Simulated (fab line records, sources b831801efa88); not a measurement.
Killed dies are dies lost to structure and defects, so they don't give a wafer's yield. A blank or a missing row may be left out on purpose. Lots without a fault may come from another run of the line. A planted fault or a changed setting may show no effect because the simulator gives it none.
Which tool did it? | flow sky130 | 14 lots, 42 wafers sampled, at 4 steps of a route of 708

WHAT THE GAUGES READ, wafer by wafer
SKY_FIELD_ISO_THK_MEAS_02. Usual: FIELD_ISO_OXIDATION_00_THK 12.0 nm, standard deviation 0.37.
lot  | measured    | on            | FIELD_ISO_OXIDATION_00_THK (nm) | flag
L166 | day 1 19:20 | film_metro-02 | 11.5 11.4 11.6                  |
L165 | day 1 19:20 | film_metro-03 | 11.2 11.1 11.3                  |
L168 | day 2 06:30 | film_metro-02 | 11.6 11.6 11.4                  |
L169 | day 2 13:33 | film_metro-02 | 11.9 12.0 11.8                  |
L174 | day 3 09:30 | film_metro-01 | 12.2 12.2 12.4                  |
L176 | day 3 18:38 | film_metro-03 | 11.9 12.0 12.2                  |
L177 | day 3 23:50 | film_metro-01 | 12.0 12.2 11.9                  |
L182 | day 5 00:51 | film_metro-03 | 11.9 12.0 11.7                  |
L183 | day 5 06:38 | film_metro-01 | 11.7 12.1 11.9                  |
L184 | day 5 13:45 | film_metro-03 | 12.4 12.5 12.3                  |
L185 | day 5 19:22 | film_metro-03 | 12.1 11.9 11.9                  |
L187 | day 6 03:51 | film_metro-02 | 12.2 12.2 12.2                  |
L186 | day 6 03:52 | film_metro-03 | 12.4 12.7 12.2                  |
L188 | day 6 10:49 | film_metro-02 | 12.0 12.0 12.2                  |

SKY_DNWELL_TW_MEAS_09. Usual: DNWELL_TW 1121, standard deviation 6.8.
lot  | measured    | on            | DNWELL_TW      | flag
L166 | day 3 16:55 | film_metro-04 | 1119 1115 1116 |
L165 | day 3 17:16 | film_metro-02 | 1115 1122 1121 |
L168 | day 3 21:10 | film_metro-02 | 1124 1125 1124 |
L169 | day 4 06:16 | film_metro-03 | 1136 1135 1139 |
L174 | day 5 10:53 | film_metro-02 | 1116 1113 1121 |
L176 | day 5 15:52 | film_metro-03 | 1130 1128 1121 |
L177 | day 5 21:01 | film_metro-04 | 1126 1131 1133 |
L182 | day 7 12:35 | film_metro-04 | 1119 1130 1125 |
L183 | day 7 12:34 | film_metro-03 | 1117 1116 1120 |
L184 | day 7 16:09 | film_metro-03 | 1114 1115 1123 |
L185 | day 7 18:02 | film_metro-02 | 1122 1128 1122 |
L187 | day 8 07:31 | film_metro-02 | 1113 1114 1114 |
L186 | day 8 05:40 | film_metro-04 | 1134 1133 1129 |
L188 | day 8 14:58 | film_metro-03 | 1119 1124 1123 |

SKY_SONOS_TUNNEL_OVL_MEAS_08. Usual: SONOS_TUNNEL_OVL 0.5 nm, standard deviation 1.1.
lot  | measured     | on         | SONOS_TUNNEL_OVL (nm) | flag
L166 | day 12 04:59 | overlay-01 | 0.2 0.1 0.1           |
L165 | day 12 07:50 | overlay-01 | 1.8 0.6 -0.2          |
L168 | day 12 08:08 | overlay-02 | 3.8 2.6 2.1           |
L169 | day 12 20:59 | overlay-02 | -1.7 -1.6 0.4         |
L174 | day 14 20:06 | overlay-02 | 0.3 1.1 -1.6          |
L176 | day 15 00:29 | overlay-02 | 1.8 1.2 1.2           |
L177 | day 15 09:17 | overlay-02 | 0.9 0.2 -0.8          |
L182 | day 17 21:29 | overlay-01 | 0.6 0.2 -0.2          |
L183 | day 17 18:32 | overlay-02 | 0.2 -0.6 0.7          |
L184 | day 18 02:25 | overlay-01 | 0.7 -1.7 0.6          |
L185 | day 18 06:59 | overlay-01 | 2.1 2.1 0.5           |
L187 | day 19 01:23 | overlay-02 | 0.7 -0.2 -0.2         |
L186 | day 18 23:45 | overlay-02 | -0.7 1.0 0.7          |
L188 | day 19 11:08 | overlay-01 | 2.3 1.4 1.5           |

WHICH TOOL RAN EACH LOT (tool, then ch and the chambers of the sampled wafers, then the start)
lot  | SKY_FIELD_ISO_WET_ETCH_30
L166 | wet_bench-04 ch 0, day 2 22:54
L165 | wet_bench-04 ch 3, day 2 22:54
L168 | wet_bench-01 ch 2, day 3 03:19
L169 | wet_bench-01 ch 1, day 3 11:49
L174 | wet_bench-01 ch 1, day 4 13:25
L176 | wet_bench-04 ch 1, day 4 19:32
L177 | wet_bench-04 ch 0, day 5 00:11
L182 | wet_bench-01 ch 0, day 6 13:41
L183 | wet_bench-01 ch 1, day 6 13:16
L184 | wet_bench-03 ch 0, day 6 17:56
L185 | wet_bench-01 ch 3, day 6 20:47
L187 | wet_bench-01 ch 2, day 7 08:53
L186 | wet_bench-01 ch 3, day 7 07:38
L188 | wet_bench-03 ch 1, day 7 14:46
- SKY_FIELD_ISO_WET_ETCH_30: etches SiO2 in dHF, target depth 25 nm, time 50 s.

WHAT THE TOOLS THEMSELVES READ (means of the sampled wafers that have a number; where no wafer has one, the mark that the record gives instead)
SKY_FIELD_ISO_WET_ETCH_30. Usual: run_length_s 78.8 s, standard deviation 2.8.
lot  | tool         | run_length_s (s) | flag
L166 | wet_bench-04 | 76.5             |
L165 | wet_bench-04 | 76.2             |
L168 | wet_bench-01 | 80.6             |
L169 | wet_bench-01 | 77.4             |
L174 | wet_bench-01 | 79.4             |
L176 | wet_bench-04 | 111.9            | OFF
L177 | wet_bench-04 | 113.0            | OFF
L182 | wet_bench-01 | 76.9             |
L183 | wet_bench-01 | 78.4             |
L184 | wet_bench-03 | 82.8             |
L185 | wet_bench-01 | 82.7             |
L187 | wet_bench-01 | 75.3             |
L186 | wet_bench-01 | 76.6             |
L188 | wet_bench-03 | 83.0             |

THE ANSWER, worked out from the rows above alone
Rule: a lot is off if the mean of its wafers that have a number lies more than 3 standard deviations from the usual mean. A lot without any number at a reading at which 4 lots or more have one is off too. The other lots that the step has rows for count as sound. The gauges are gone through in route order, then the tools' own readings, and for those a lot's mean is taken as printed above. The first step at which some lot is off is used, and at that step the reading that is off furthest; a lot without a number counts as furthest.
Off: L176, L177, at SKY_FIELD_ISO_WET_ETCH_30 (run_length_s).
A tool fits if, at that step or a process step before it, it ran every lot that is off, and no sound lot after the first of them. One fits: wet_bench-04 at SKY_FIELD_ISO_WET_ETCH_30. Its last sound lot is L165 (day 2 22:54), its first lot that is off L176 (day 4 19:32): a fault that began between those two fits.
The tool's own readings at SKY_FIELD_ISO_WET_ETCH_30 bear it out: on the lots that are off they differ by more than 5 times the standard deviation of the sound lots' means. run_length_s reads 112.5 s there against 78.8 s on the sound lots.

WHAT THE SIMULATOR HAD PUT IN
Process parameter drift: wet_bench-04, from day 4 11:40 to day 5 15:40, at SKY_FIELD_ISO_WET_ETCH_30. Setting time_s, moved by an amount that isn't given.
Lots struck among those shown: L176, L177. The rule above found the same.
